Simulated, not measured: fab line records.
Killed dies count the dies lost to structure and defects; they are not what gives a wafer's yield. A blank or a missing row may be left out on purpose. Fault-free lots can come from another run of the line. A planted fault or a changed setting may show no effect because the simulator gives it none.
Split-lot trial || flow sky130 || route with 708 steps; 5 lots, 23 wafers read

THE SPLIT
At SKY_CAPM_DEVELOP_11 (develop time 60 s), the setting develop time s was moved away from the recipe's 60 s on 11 of the 23 wafers read, by -11.4% to +14.1%. For the rest of the wafers, this setting stayed at what the recipe calls for.

Split to reading: the file shows no intervening step.

THE READING
CAPM.cd nm (the simulator's own value, which no gauge read), in nm, at SKY_CAPM_METAL_ETCH_13 (etches TiN in Cl2/BCl3, stops on SiO2, target depth 220 nm, time 62.9 s). No usual value for it is given in the file. Here, 12 wafers ran the recipe; their average is 1000.5 nm with a standard deviation of 1.9 nm.

{"wafer": "L076.1", "tool, chamber at the split": "litho track-04, 0", "develop time s as run, s": 53.14, "against the recipe": "-11.4%", "CAPM.cd nm, nm": 1014, "against lot-mates on the recipe": "+15.4"}
{"wafer": "L076.2", "tool, chamber at the split": "litho track-04, 0", "develop time s as run, s": 60, "against the recipe": "recipe", "CAPM.cd nm, nm": 998.4, "against lot-mates on the recipe": "-"}
{"wafer": "L076.3", "tool, chamber at the split": "litho track-04, 0", "develop time s as run, s": 60, "against the recipe": "recipe", "CAPM.cd nm, nm": 998.8, "against lot-mates on the recipe": "-"}
{"wafer": "L076.4", "tool, chamber at the split": "litho track-04, 0", "develop time s as run, s": 53.14, "against the recipe": "-11.4%", "CAPM.cd nm, nm": 1012, "against lot-mates on the recipe": "+13.4"}
{"wafer": "L076.5", "tool, chamber at the split": "litho track-04, 0", "develop time s as run, s": 53.14, "against the recipe": "-11.4%", "CAPM.cd nm, nm": 1014, "against lot-mates on the recipe": "+15.4"}
{"wafer": "L078.2", "tool, chamber at the split": "litho track-04, 0", "develop time s as run, s": 60, "against the recipe": "recipe", "CAPM.cd nm, nm": 1001, "against lot-mates on the recipe": "-"}
{"wafer": "L078.6", "tool, chamber at the split": "litho track-04, 0", "develop time s as run, s": 60, "against the recipe": "recipe", "CAPM.cd nm, nm": 1001, "against lot-mates on the recipe": "-"}
{"wafer": "L078.5", "tool, chamber at the split": "litho track-04, 0", "develop time s as run, s": 60, "against the recipe": "recipe", "CAPM.cd nm, nm": 1002, "against lot-mates on the recipe": "-"}
{"wafer": "L079.2", "tool, chamber at the split": "litho track-04, 0", "develop time s as run, s": 65.05, "against the recipe": "+8.4%", "CAPM.cd nm, nm": 995.8, "against lot-mates on the recipe": -6.5}
{"wafer": "L079.3", "tool, chamber at the split": "litho track-04, 0", "develop time s as run, s": 65.05, "against the recipe": "+8.4%", "CAPM.cd nm, nm": 995.9, "against lot-mates on the recipe": -6.4}
{"wafer": "L079.4", "tool, chamber at the split": "litho track-04, 0", "develop time s as run, s": 60, "against the recipe": "recipe", "CAPM.cd nm, nm": 1002, "against lot-mates on the recipe": "-"}
{"wafer": "L079.5", "tool, chamber at the split": "litho track-04, 0", "develop time s as run, s": 60, "against the recipe": "recipe", "CAPM.cd nm, nm": 1002, "against lot-mates on the recipe": "-"}
{"wafer": "L079.6", "tool, chamber at the split": "litho track-04, 0", "develop time s as run, s": 60, "against the recipe": "recipe", "CAPM.cd nm, nm": 1003, "against lot-mates on the recipe": "-"}
{"wafer": "L080.1", "tool, chamber at the split": "litho track-04, 0", "develop time s as run, s": 53.98, "against the recipe": "-10.0%", "CAPM.cd nm, nm": 1014, "against lot-mates on the recipe": "+12.5"}
{"wafer": "L080.2", "tool, chamber at the split": "litho track-04, 0", "develop time s as run, s": 60, "against the recipe": "recipe", "CAPM.cd nm, nm": 1001, "against lot-mates on the recipe": "-"}
{"wafer": "L080.3", "tool, chamber at the split": "litho track-04, 0", "develop time s as run, s": 60, "against the recipe": "recipe", "CAPM.cd nm, nm": 1002, "against lot-mates on the recipe": "-"}
{"wafer": "L080.4", "tool, chamber at the split": "litho track-04, 0", "develop time s as run, s": 53.98, "against the recipe": "-10.0%", "CAPM.cd nm, nm": 1013, "against lot-mates on the recipe": "+11.5"}
{"wafer": "L080.5", "tool, chamber at the split": "litho track-04, 0", "develop time s as run, s": 53.98, "against the recipe": "-10.0%", "CAPM.cd nm, nm": 1014, "against lot-mates on the recipe": "+12.5"}
{"wafer": "L085.1", "tool, chamber at the split": "litho track-02, 0", "develop time s as run, s": 68.45, "against the recipe": "+14.1%", "CAPM.cd nm, nm": 986.2, "against lot-mates on the recipe": -11.1}
{"wafer": "L085.2", "tool, chamber at the split": "litho track-02, 0", "develop time s as run, s": 60, "against the recipe": "recipe", "CAPM.cd nm, nm": 998.2, "against lot-mates on the recipe": "-"}
{"wafer": "L085.3", "tool, chamber at the split": "litho track-02, 0", "develop time s as run, s": 68.45, "against the recipe": "+14.1%", "CAPM.cd nm, nm": 988, "against lot-mates on the recipe": -9.4}
{"wafer": "L085.5", "tool, chamber at the split": "litho track-02, 0", "develop time s as run, s": 68.45, "against the recipe": "+14.1%", "CAPM.cd nm, nm": 986.6, "against lot-mates on the recipe": -10.8}
{"wafer": "L085.6", "tool, chamber at the split": "litho track-02, 0", "develop time s as run, s": 60, "against the recipe": "recipe", "CAPM.cd nm, nm": 996.5, "against lot-mates on the recipe": "-"}

THE FIT
A straight line over all 23 wafers: CAPM.cd nm changes by -1.04 nm for each +1% of develop time s; r = -0.97; the points scatter about the line by 2.1 nm.
The same after taking each lot's own level away (the mean of its wafers on the recipe; 23 wafers): -0.988 nm for each +1%; r = -0.98; scatter 1.7 nm.
Per that fit: largest develop time s move, reading shift of 14 nm.
Measured against the standard deviation above, the lots' own levels, which go from 997.35 to 1002.33 nm, span 2.6 times it.
The two slopes are in agreement: the lot-to-lot level therefore moves the slope only a little.
Check: for one of the wafers moved furthest among these (+14.1%), held out of the fit, the line's prediction against its lot-mates is -12.9 nm. Against them it came out at -11.1 nm.

FILE'S OWN FIT
CAPM.cd nm changes by -0.982 nm for each +1% of develop time s, r = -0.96.
